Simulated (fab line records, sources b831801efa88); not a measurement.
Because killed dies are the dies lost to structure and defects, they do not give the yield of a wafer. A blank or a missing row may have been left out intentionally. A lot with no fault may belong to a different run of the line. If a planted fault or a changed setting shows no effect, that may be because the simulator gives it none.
Which tool was responsible?    flow sky130    Sampling: 11 lots, 33 wafers, 4 of 708 route steps

## WHAT EACH GAUGE READ, for each wafer
SKY_PWDE_TW_MEAS_10. Usual: for PWDE_TW the level is 375.8 and the standard deviation is 2.3.
lot   measured     on             PWDE_TW            flag
L800  day 4 02:27  film metro-01  375.9 376.5 374.4  
L801  day 4 07:04  film metro-04  372.3 373.2 374.0  
L802  day 4 10:46  film metro-04  373.9 373.5 374.6  
L806  day 5 11:07  film metro-04  368.8 371.2 371.5  
L808  day 5 19:38  film metro-02  376.4 380.7 377.0  
L809  day 6 00:07  film metro-02  378.4 375.0 376.2  
L810  day 6 04:41  film metro-04  372.9 372.9 376.2  
L811  day 6 08:40  film metro-02  374.5 376.4 376.8  
L820  day 8 18:25  film metro-01  376.0 376.7 377.0  
L821  day 9 08:29  film metro-01  376.0 374.5 374.9  
L822  day 9 10:41  film metro-02  376.1 374.1 376.5  

SKY_VT_ADJUST_LVTN_TW_MEAS_10. Usual: for VT_ADJUST_LVTN_TW the level is 243.8 and the standard deviation is 1.2.
lot   measured      on             VT_ADJUST_LVTN_TW  flag
L800  day 7 04:30   film metro-02  246.1 244.4 245.3  
L801  day 7 09:00   film metro-01  245.2 244.1 245.7  
L802  day 7 13:43   film metro-02  244.6 243.3 245.9  
L806  day 8 15:49   film metro-03  244.1 244.2 244.6  
L808  day 9 08:08   film metro-01  242.8 241.8 242.3  
L809  day 9 09:40   film metro-03  241.8 243.3 242.9  
L810  day 9 10:23   film metro-02  242.3 242.8 242.3  
L811  day 9 11:19   film metro-03  241.6 243.8 244.2  
L820  day 12 11:05  film metro-01  243.7 244.0 243.7  
L821  day 13 06:28  film metro-01  244.5 244.9 244.7  
L822  day 13 10:02  film metro-01  243.8 244.6 244.4  

## WHAT TOOL EACH LOT RAN ON (gives the tool, then ch and the chambers of the sampled wafers, and finally the start)
lot   SKY_FIELD_ISO_COAT_08             SKY_FIELD_ISO_STRIP_16
L800  litho track-01 ch 0, day 1 22:00  plasma asher-01 ch 0,1, day 2 05:08
L801  litho track-04 ch 0, day 2 02:00  plasma asher-01 ch 0,1, day 2 10:32
L802  litho track-02 ch 0, day 2 10:00  plasma asher-01 ch 0, day 2 17:40
L806  litho track-02 ch 0, day 3 07:00  plasma asher-03 ch 1, day 3 16:24
L808  litho track-02 ch 0, day 3 14:00  plasma asher-04 ch 0,1, day 3 23:05
L809  litho track-04 ch 0, day 3 19:00  plasma asher-03 ch 0,1, day 4 04:10
L810  litho track-02 ch 0, day 3 23:00  plasma asher-01 ch 0,1, day 4 08:16
L811  litho track-02 ch 0, day 4 04:00  plasma asher-01 ch 0,1, day 4 13:37
L820  litho track-04 ch 0, day 6 03:00  plasma asher-03 ch 0,1, day 6 12:54
L821  litho track-01 ch 0, day 6 09:00  plasma asher-01 ch 0,1, day 6 18:49
L822  litho track-04 ch 0, day 6 14:00  plasma asher-04 ch 0,1, day 7 00:40
- SKY_FIELD_ISO_COAT_08: resist thk 450 nm.
- SKY_FIELD_ISO_STRIP_16: strips in O2/N2.

## AS READ BY THE TOOLS THEMSELVES (means over the sampled wafers that have a number; for cases with no such wafer, the mark the record gives instead)
SKY_FIELD_ISO_COAT_08. Usual: chill plate temp C 22.99 C, standard deviation 0.1; exhaust pa 45.1 Pa, standard deviation 0.78.
lot   tool            chill plate temp C (C)  exhaust pa (Pa)  flag
L800  litho track-01  22.96                   45.9             
L801  litho track-04  22.92                   45.0             
L802  litho track-02  22.91                   45.8             
L806  litho track-02  23.05                   45.8             
L808  litho track-02  22.85                   44.5             
L809  litho track-04  23.11                   44.7             
L810  litho track-02  23.06                   45.1             
L811  litho track-02  23.11                   44.1             
L820  litho track-04  22.83                   44.9             
L821  litho track-01  23.06                   44.4             
L822  litho track-04  22.95                   44.7             

SKY_FIELD_ISO_STRIP_16. Usual: drypump motor current A 5.76 A, standard deviation 0.24; n2 flow sccm 300.0 sccm, standard deviation 0.84; o2 flow sccm 2998 sccm, standard deviation 7.7; oes product au 0.378 a.u., standard deviation 0.0046; strip time to endpoint s 3.546 s, standard deviation 0.028.
lot   tool             drypump motor current A (A)  n2 flow sccm (sccm)  o2 flow sccm (sccm)  oes product au (a.u.)  strip time to endpoint s (s)  flag
L800  plasma asher-01  5.78                         300.6                2998                 0.378                  3.565                         
L801  plasma asher-01  5.68                         298.9                2997                 0.376                  3.575                         
L802  plasma asher-01  5.58                         300.5                2988                 0.380                  3.542                         
L806  plasma asher-03  5.43                         300.0                3007                 0.373                  3.516                         
L808  plasma asher-04  5.93                         299.9                3006                 0.378                  3.526                         
L809  plasma asher-03  5.89                         299.6                2998                 0.375                  3.517                         
L810  plasma asher-01  5.78                         300.0                2996                 0.387                  3.843                         OFF
L811  plasma asher-01  5.77                         300.0                3002                 0.390                  3.885                         OFF
L820  plasma asher-03  5.65                         299.3                2997                 0.376                  3.554                         
L821  plasma asher-01  5.76                         300.4                3001                 0.377                  3.535                         
L822  plasma asher-04  5.75                         300.1                3005                 0.379                  3.578                         

## THE ANSWER, worked out from the rows above alone
Rule: a lot counts as off when the mean over its wafers that have a number is more than 3 standard deviations away from the usual mean. A lot without any number at a reading at which 4 lots or more have one is off too. All remaining lots with rows at the step are treated as sound. The gauges are gone through in route order, then the tools' own readings, and for those a lot's mean is taken as printed above. At the first step where some lot is off, the reading lying furthest off is the one used; lots without a number count as furthest.
Off, at SKY_FIELD_ISO_STRIP_16 on strip time to endpoint s: L810, L811.
A tool fits if, at that step or a process step before it, it ran every lot that is off, and no sound lot after the first of them. One fits: SKY_FIELD_ISO_COAT_08 on litho track-02. Its last sound lot is L808 (day 3 14:00), its first lot that is off L810 (day 3 23:00): a fault that began between those two fits.

## WHAT WAS PUT IN BY THE SIMULATOR
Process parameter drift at SKY_FIELD_ISO_COAT_08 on litho track-02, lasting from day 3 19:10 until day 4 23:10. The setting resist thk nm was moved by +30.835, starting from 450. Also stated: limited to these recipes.
Shown lots that were struck: L810, L811. Same finding as the rule above.
